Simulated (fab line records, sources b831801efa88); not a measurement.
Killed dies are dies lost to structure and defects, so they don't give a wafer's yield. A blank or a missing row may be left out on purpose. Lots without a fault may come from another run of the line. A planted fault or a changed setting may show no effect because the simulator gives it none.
fab line records | flow sky130
record lots=13 wafers=39 last_day=49
route steps=708 shown RES_PROTECT@215 LDD_P@266 LDD_HVP@286 SPACER@306 PAD_OPEN@708
lots that met no fault: from a run of the same line without faults
start_h: hours from the record's first day to the start of the lot's first wafer shown | wait_h: hours since the lot's step before | " the same as in the row above | L1.1+2: a row that stands for several wafers | - no value, or no start given | * or withheld: withheld | < > ~ a bound
route shown NAME@n: a module of which the file shows steps, and the number in the route of the first | usual: mean/standard deviation of fault-free wafers | same: alike in all rows | chamber/n: place in a boat | sites: the reading at each site | _std_site: their standard deviation | _edge_site: outer sites' mean less inner sites' | radius_mm: how far each site lies from the wafer's centre | mask NAME#n: copy n | behind: the tool/chamber that last shaped the wafer | hold: why the lot was held/for how many hours/how that ended | device: the transistor (n, p or np) that didn't switch | end of line: the same wafers' tests at the end of the route | a step without rows: its recipe alone | killed: dies lost to structure and defects at the first sort, not the wafer's yield | map: a wafer's dies, x killed, . not, _ none there
set.NAME: the setting as run; set.NAME@STEP: as run at that earlier step | model.NAME: the simulator's own value behind a step, which no gauge read
steps of the route over a sample of lots; a table a step, a row a wafer
services: from which hour (start_h, from the record's first day; less than 0 if before it) a tool's chamber was out of use, for how many hours, and why
## steps
# step SKY_RES_PROTECT_TW_MEAS_08
# usual POLY_GATE_TW=4037/68
# columns lot.wafer tool chamber start_h wait_h POLY_GATE_TW
L809.2 film_metro-04 - 336.58 0.1 4033
L809.3 " - " " 4027
L809.4 " - " " 4040
L810.1 film_metro-04 - 346.62 0.1 4035
L810.3 " - " " 4035
L810.5 " - " " 4050
L814.1 film_metro-02 - 379.56 0.1 4148
L814.3 " - " " 4137
L814.6 " - " " 4156
L815.1 film_metro-02 - 393.68 0.1 4133
L815.3 " - " " 4147
L815.4 " - " " 4127
L816.1 film_metro-02 - 400.06 0.1 4136
L816.3 " - " " 4130
L816.4 " - " " 4140
L821.2 film_metro-04 - 447.68 0.1 4051
L821.3 " - " " 4062
L821.4 " - " " 4049
L822.4 film_metro-01 - 460.06 0.1 3980
L822.5 " - " " 3979
L822.6 " - " " 3981
L823.3 film_metro-02 - 468.29 0.1 4121
L823.5 " - " " 4144
L823.6 " - " " 4106
L824.1 film_metro-02 - 469.01 0.1 4112
L824.3 " - " " 4168
L824.6 " - " " 4121
L825.2 film_metro-01 - 481.29 0.1 3995
L825.3 " - " " 4019
L825.5 " - " " 4023
L827.1 film_metro-02 - 491.13 0.1 4110
L827.3 " - " " 4134
L827.6 " - " " 4128
L828.3 film_metro-02 - 502.68 0.1 4162
L828.5 " - " " 4143
L828.6 " - " " 4141
L829.2 film_metro-04 - 508.03 0.1 4032
L829.3 " - " " 4035
L829.4 " - " " 4023
# step SKY_LDD_P_TW_MEAS_11
# usual LDD_P_TW=641/7.7
# columns lot.wafer tool chamber start_h wait_h LDD_P_TW
L809.2 film_metro-02 - 428.34 0.1 649
L809.3 " - " " 648
L809.4 " - " " 648
L810.1 film_metro-04 - 439.48 0.1 637
L810.3 " - " " 639
L810.5 " - " " 638
L814.1 film_metro-03 - 475.08 0.1 637
L814.3 " - " " 635
L814.6 " - " " 640
L815.1 film_metro-04 - 492.38 0.1 637
L815.3 " - " " 637
L815.4 " - " " 635
L816.1 film_metro-04 - 497.38 0.1 636
L816.3 " - " " 637
L816.4 " - " " 634
L821.2 film_metro-04 - 545.24 0.1 634
L821.3 " - " " 630
L821.4 " - " " 634
L822.4 film_metro-03 - 557.01 0.1 636
L822.5 " - " " 635
L822.6 " - " " 636
L824.1 film_metro-04 - 564.83 0.1 631
L824.3 " - " " 631
L824.6 " - " " 634
L823.3 film_metro-02 - 565.15 0.1 645
L823.5 " - " " 646
L823.6 " - " " 647
L825.2 film_metro-04 - 585.59 0.1 629
L825.3 " - " " 627
L825.5 " - " " 634
L827.1 film_metro-02 - 586.23 0.1 651
L827.3 " - " " 650
L827.6 " - " " 650
L828.3 film_metro-04 - 596.50 0.1 631
L828.5 " - " " 631
L828.6 " - " " 627
L829.2 film_metro-02 - 603.19 0.1 648
L829.3 " - " " 650
L829.4 " - " " 646
# step SKY_LDD_HVP_IMPLANT_08
# recipe species=B energy_kev=20 dose_cm2=1.7e+13 tilt_deg=17.9
# usual beam_energy_keV=20.000/0.0054 dose_ions_cm2=1.6997e+13/1.9e+10 tilt_deg=17.897/0.02
# columns lot.wafer tool chamber start_h wait_h beam_energy_keV dose_ions_cm2 tilt_deg
L809.2 implanter-01 0 489.78 0.0 19.999 1.7009e+13 17.884
L809.3 " 0 " " 19.997 1.7047e+13 17.902
L809.4 " 0 " " 19.999 1.6978e+13 17.865
L810.1 implanter-02 0 501.36 0.0 20.002 1.7011e+13 17.916
L810.3 " 0 " " 19.997 1.6992e+13 17.901
L810.5 " 0 " " 20.014 1.7026e+13 17.918
L814.1 implanter-02 0 535.11 0.0 16.805 1.6977e+13 17.921
L814.3 " 0 " " 16.800 1.7018e+13 17.867
L814.6 " 0 " " 16.796 1.6973e+13 17.871
L815.1 implanter-02 0 552.56 0.0 16.788 1.6995e+13 17.897
L815.3 " 0 " " 16.789 1.704e+13 17.882
L815.4 " 0 " " 16.793 1.6968e+13 17.893
L816.1 implanter-03 0 558.60 0.0 20.000 1.7026e+13 17.919
L816.3 " 0 " " 19.994 1.7023e+13 17.919
L816.4 " 0 " " 20.003 1.6985e+13 17.892
L821.2 implanter-02 0 603.18 0.0 19.992 1.7011e+13 17.878
L821.3 " 0 " " 19.990 1.6981e+13 17.897
L821.4 " 0 " " 20.004 1.6994e+13 17.899
L822.4 implanter-03 0 615.67 0.1 19.996 1.7001e+13 17.891
L822.5 " 0 " " 20.005 1.702e+13 17.883
L822.6 " 0 " " 19.995 1.698e+13 17.919
L824.1 implanter-03 0 622.85 0.0 19.989 1.699e+13 17.856
L824.3 " 0 " " 19.998 1.7002e+13 17.883
L824.6 " 0 " " 19.994 1.6988e+13 17.870
L823.3 implanter-01 0 623.50 0.1 20.003 1.6996e+13 17.917
L823.5 " 0 " " 19.999 1.6999e+13 17.883
L823.6 " 0 " " 20.006 1.6969e+13 17.885
L825.2 implanter-02 0 643.48 0.0 19.998 1.7029e+13 17.852
L825.3 " 0 " " 19.995 1.6991e+13 17.876
L825.5 " 0 " " 20.003 1.6997e+13 17.859
L827.1 implanter-03 0 644.11 0.0 20.002 1.6956e+13 17.904
L827.3 " 0 " " 20.008 1.6971e+13 17.898
L827.6 " 0 " " 20.001 1.7001e+13 17.907
L828.3 implanter-03 0 653.70 0.1 19.997 1.6974e+13 17.903
L828.5 " 0 " " 20.001 1.6998e+13 17.894
L828.6 " 0 " " 19.997 1.6985e+13 17.892
L829.2 implanter-01 0 659.28 0.0 20.005 1.7002e+13 17.903
L829.3 " 0 " " 20.004 1.6986e+13 17.917
L829.4 " 0 " " 20.000 1.6963e+13 17.902
# step SKY_SPACER_ETCHBACK_02
# recipe chemistry=CH3F/O2 target=Si3N4 stop_on=SiO2 source_w=400 bias_w=80 pressure_mtorr=25 ch3f_flow_sccm=40 O2_flow_sccm=30 time_s=46.7 target_depth_a=450
# usual O2_flow_sccm=30.00/0.096 chamber_pressure_mTorr=24.996/0.024 drypump_motor_current_A=5.7/0.63 oes_product_au=0.854/0.0066 throttle_valve_pct=10.563/0.0088
# columns lot.wafer tool chamber start_h wait_h O2_flow_sccm chamber_pressure_mTorr drypump_motor_current_A oes_product_au rf_hours_counter_h throttle_valve_pct
L809.2 rie_diel-01 2 523.03 0.0 30.06 25.004 5.1 0.844 35 10.568
L809.3 " 3 " " 29.88 24.965 6.8 0.844 4 10.548
L809.4 " 0 " " 29.90 24.941 5.4 0.853 11 10.569
L810.1 rie_diel-02 3 534.14 0.1 29.95 25.001 5.0 0.854 5 10.557
L810.3 " 0 " " 29.95 24.999 5.6 0.849 18 10.547
L810.5 " 2 " " 29.86 25.003 6.3 0.844 - 10.565
L814.1 rie_diel-01 3 567.03 0.1 30.13 25.016 6.8 0.855 5 10.570
L814.3 " 1 " " 29.77 25.022 6.2 0.850 13 10.567
L814.6 " 0 " " 30.01 24.971 5.4 0.862 - 10.554
L815.1 rie_diel-04 0 584.12 0.1 29.96 25.010 5.7 0.847 16 10.571
L815.3 " 2 " " 30.06 25.016 5.0 0.850 3 10.568
L815.4 " 1 " " 29.95 24.997 5.1 0.848 11 10.568
L816.1 rie_diel-02 2 590.76 0.1 29.88 24.983 6.3 0.853 44 10.566
L816.3 " 1 " " 30.11 24.986 6.0 0.852 1 10.553
L816.4 " 3 " " 30.17 24.972 5.0 0.848 7 10.562
L821.2 rie_diel-01 3 633.89 0.0 30.08 25.041 6.8 0.857 6 10.568
L821.3 " 2 " " 30.07 24.987 5.1 0.851 37 10.560
L821.4 " 0 " " 29.88 24.977 5.4 0.849 12 10.541
L822.4 rie_diel-02 3 647.33 0.0 29.91 25.015 5.0 0.851 8 10.559
L822.5 " 3 " " 30.02 25.012 5.0 0.873 - 10.564
L822.6 " 2 " " 29.84 24.972 6.3 0.859 - 10.564
L824.1 rie_diel-02 1 654.05 0.1 30.05 24.996 6.0 0.861 2 10.561
L824.3 " 2 " " 30.03 25.006 6.3 0.850 45 10.577
L824.6 " 3 " " 30.12 24.971 5.0 0.869 - 10.550
L823.3 rie_diel-04 1 656.62 0.0 30.03 24.983 5.1 0.851 12 10.570
L823.5 " 3 " " 30.02 25.001 5.6 0.841 - 10.565
L823.6 " 2 " " 29.94 25.018 5.0 0.852 - 10.572
L825.2 rie_diel-01 0 675.02 0.0 30.22 24.985 5.3 0.855 13 10.587
L825.3 " 1 " " 30.06 25.028 6.2 0.853 15 10.561
L825.5 " 2 " " 29.94 25.033 5.1 0.861 - 10.568
L827.1 rie_diel-04 1 675.02 0.1 30.08 25.011 5.0 0.851 13 10.557
L827.3 " 2 " " 30.07 25.002 5.0 0.855 5 10.560
L827.6 " 3 " " 29.96 24.993 5.6 0.856 - 10.573
L828.3 rie_diel-01 1 683.79 0.0 29.85 25.003 6.2 0.861 15 10.557
L828.5 " 3 " " 30.10 24.952 6.8 0.863 - 10.574
L828.6 " 2 " " 29.92 24.998 5.1 0.857 - 10.554
L829.2 rie_diel-01 2 689.34 0.0 30.02 24.981 5.1 0.859 38 10.581
L829.3 " 3 " " 30.04 24.973 6.8 0.853 7 10.559
L829.4 " 1 " " 29.91 24.952 6.2 0.857 15 10.565
# step SKY_PAD_OPEN_PROBE_99
# usual killed_at_M0_to_M3=44/7.1 killed_at_M4_up=3.3/1.8 killed_at_contacts=23/5.5 killed_at_front_end=15/4.5 killed_at_other=0.2/0.48 killed_dies=85/8.4 killed_open=46/6.6 killed_short=39/6.1
# same gross_dies=492 killed_at_back_side=0
# columns lot.wafer tool chamber start_h wait_h killed_at_M0_to_M3 killed_at_M4_up killed_at_contacts killed_at_front_end killed_at_other killed_dies killed_open killed_short
L816.1 prober-02 - 1119.10 0.1 43 3 24 17 0 87 43 44
L816.3 prober-02 - 1119.20 0.2 57 1 18 19 0 95 49 43
L816.4 prober-02 - 1119.25 0.2 38 8 22 12 0 80 45 32
L821.2 prober-01 - 1147.42 0.1 41 4 25 23 1 94 57 36
L821.3 prober-01 - 1147.47 0.2 50 4 34 12 0 100 51 49
L821.4 prober-01 - 1147.52 0.2 50 4 18 15 1 88 50 38
L824.1 prober-01 - 1159.89 0.1 48 5 20 11 0 84 52 32
L824.3 prober-01 - 1159.99 0.2 50 2 21 8 0 81 46 34
L824.6 prober-01 - 1160.14 0.2 41 1 9 20 0 71 44 27
L823.3 prober-02 - 1164.11 0.2 56 6 22 9 1 94 50 42
L823.5 prober-02 - 1164.21 0.2 39 2 26 14 0 81 42 39
L823.6 prober-02 - 1164.26 0.2 36 4 32 8 0 80 43 36
L828.3 prober-01 - 1182.17 0.2 31 1 29 11 0 72 39 33
L828.5 prober-01 - 1182.27 0.2 47 1 24 14 1 87 48 38
L828.6 prober-01 - 1182.32 0.2 44 5 29 13 0 91 54 35
# killed by level:class
L816.1 VIA1:geometric_particle:open=12 CONTACT:geometric_particle:open=10 VIA1:geometric_particle:short=8 CONTACT:geometric_particle:short=6 METAL3:geometric_particle:short=6 FIELD_ISO:geometric_particle:open=5 VIA3:geometric_particle:open=5 METAL2:geometric_particle:short=4
L816.3 VIA1:geometric_particle:open=13 VIA3:geometric_particle:open=9 METAL1:geometric_particle:short=7 POLY_GATE:geometric_particle:open=6 VIA1:geometric_particle:short=6 VIA2:geometric_particle:open=5 VIA3:geometric_particle:short=5 POLY_GATE:geometric_particle:short=4
L816.4 CONTACT:geometric_particle:open=11 VIA1:geometric_particle:open=8 VIA2:geometric_particle:open=8 VIA2:geometric_particle:short=5 METAL4:geometric_particle:short=5 VIA3:geometric_particle:open=5 LI_CONTACT:geometric_particle:short=4 LI_CONTACT:geometric_particle:open=4
L821.2 CONTACT:geometric_particle:open=14 VIA1:geometric_particle:open=11 POLY_GATE:geometric_particle:open=7 FIELD_ISO:geometric_particle:open=6 LI_CONTACT:geometric_particle:open=6 VIA2:geometric_particle:short=6 METAL2:geometric_particle:short=6 VIA3:geometric_particle:open=4
L821.3 CONTACT:geometric_particle:open=12 VIA1:geometric_particle:open=9 CONTACT:geometric_particle:short=8 VIA3:geometric_particle:short=8 METAL2:geometric_particle:short=8 LOCAL_INTERCONNECT:geometric_particle:short=7 VIA3:geometric_particle:open=7 LI_CONTACT:geometric_particle:open=5
L821.4 VIA1:geometric_particle:open=15 VIA3:geometric_particle:open=9 CONTACT:geometric_particle:open=8 METAL2:geometric_particle:short=8 VIA2:geometric_particle:open=5 POLY_GATE:geometric_particle:open=4 POLY_GATE:geometric_particle:short=4 METAL4:geometric_particle:short=4
L824.1 VIA1:geometric_particle:open=11 CONTACT:geometric_particle:open=9 VIA2:geometric_particle:open=7 VIA3:geometric_particle:open=7 VIA1:geometric_particle:short=6 LI_CONTACT:geometric_particle:open=5 METAL4:geometric_particle:short=5 CONTACT:geometric_particle:short=4
L824.3 VIA1:geometric_particle:open=16 CONTACT:geometric_particle:open=8 VIA3:geometric_particle:open=8 VIA1:geometric_particle:short=7 VIA2:geometric_particle:open=6 CONTACT:geometric_particle:short=5 METAL2:geometric_particle:short=5 LI_CONTACT:geometric_particle:open=4
L824.6 VIA1:geometric_particle:open=18 METAL2:geometric_particle:short=6 POLY_GATE:geometric_particle:open=5 CONTACT:geometric_particle:open=5 VIA3:geometric_particle:open=5 POLY_GATE:geometric_particle:short=4 VIA2:geometric_particle:open=4 FIELD_ISO:geometric_particle:short=3
L823.3 VIA1:geometric_particle:open=11 VIA2:geometric_particle:open=10 METAL2:geometric_particle:short=8 LI_CONTACT:geometric_particle:open=8 VIA1:geometric_particle:short=7 CONTACT:geometric_particle:open=6 METAL3:geometric_particle:short=6 VIA3:geometric_particle:open=5
L823.5 LI_CONTACT:geometric_particle:open=10 VIA3:geometric_particle:open=9 FIELD_ISO:geometric_particle:open=5 LI_CONTACT:geometric_particle:short=5 VIA2:geometric_particle:open=5 VIA3:geometric_particle:short=5 FIELD_ISO:geometric_particle:short=4 LOCAL_INTERCONNECT:geometric_particle:short=4
L823.6 CONTACT:geometric_particle:open=15 VIA1:geometric_particle:open=8 METAL1:geometric_particle:short=8 LI_CONTACT:geometric_particle:open=7 VIA2:geometric_particle:open=5 CONTACT:geometric_particle:short=4 VIA2:geometric_particle:short=4 POLY_GATE:geometric_particle:short=3
L828.3 CONTACT:geometric_particle:open=9 LI_CONTACT:geometric_particle:open=7 LOCAL_INTERCONNECT:geometric_particle:short=7 VIA1:geometric_particle:open=7 VIA2:geometric_particle:open=6 METAL1:geometric_particle:short=4 VIA2:geometric_particle:short=4 POLY_GATE:geometric_particle:short=3
L828.5 CONTACT:geometric_particle:open=10 VIA1:geometric_particle:open=9 VIA2:geometric_particle:open=8 VIA3:geometric_particle:open=7 CONTACT:geometric_particle:short=6 POLY_GATE:geometric_particle:open=5 METAL1:geometric_particle:short=5 POLY_GATE:geometric_particle:short=4
L828.6 CONTACT:geometric_particle:open=11 VIA1:geometric_particle:open=11 VIA3:geometric_particle:open=8 LI_CONTACT:geometric_particle:open=7 CONTACT:geometric_particle:short=6 VIA2:geometric_particle:open=6 METAL3:geometric_particle:short=5 VIA1:geometric_particle:short=4
## services
# columns tool chamber start_h hours kind
rie_diel-01 - 479.99 0.4 repair
rie_diel-02 3 519.38 12.7 repair
implanter-01 - 519.63 48.3 pm
rie_diel-02 1 532.10 - clean
rie_diel-02 1 532.10 12.0 scheduled_down
rie_diel-02 1 532.10 12.0 vent_cycle
rie_diel-02 0 536.40 3.9 repair
rie_diel-01 - 548.01 14.6 pm
rie_diel-04 2 549.03 8.1 repair
implanter-02 - 589.81 1.0 repair
rie_diel-02 0 600.78 9.0 repair
implanter-02 - 667.75 0.5 repair
rie_diel-02 1 681.04 12.2 repair
## key
first_sign step=SKY_LDD_HVP_IMPLANT_08 reading=beam_energy_keV direction=down sigmas=99+ usual=* struck=*
effect none on later readings
met_at SKY_LDD_HVP_IMPLANT_08
struck_lots L814,L815
tester_left_out L814,L815
not_acting_at SKY_RES_PROTECT_TW_MEAS_08,SKY_LDD_P_TW_MEAS_11,SKY_SPACER_ETCHBACK_02
onset_between 501.36 535.11
fault kind=process_parameter_drift tool=implanter-02 chamber=- onset_h=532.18 steps=SKY_LDD_HVP_IMPLANT_08 channel=energy_kev offset=* shape=step end_h=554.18 acts_in=* stated=*
# tester_left_out: of these lots the tester's yield and bins aren't shown, on N5 and GAA mostly nor the transistor test; their killed dies are dies lost to structure and defects alone, not to doping, threshold or leakage, so they don't give the yield
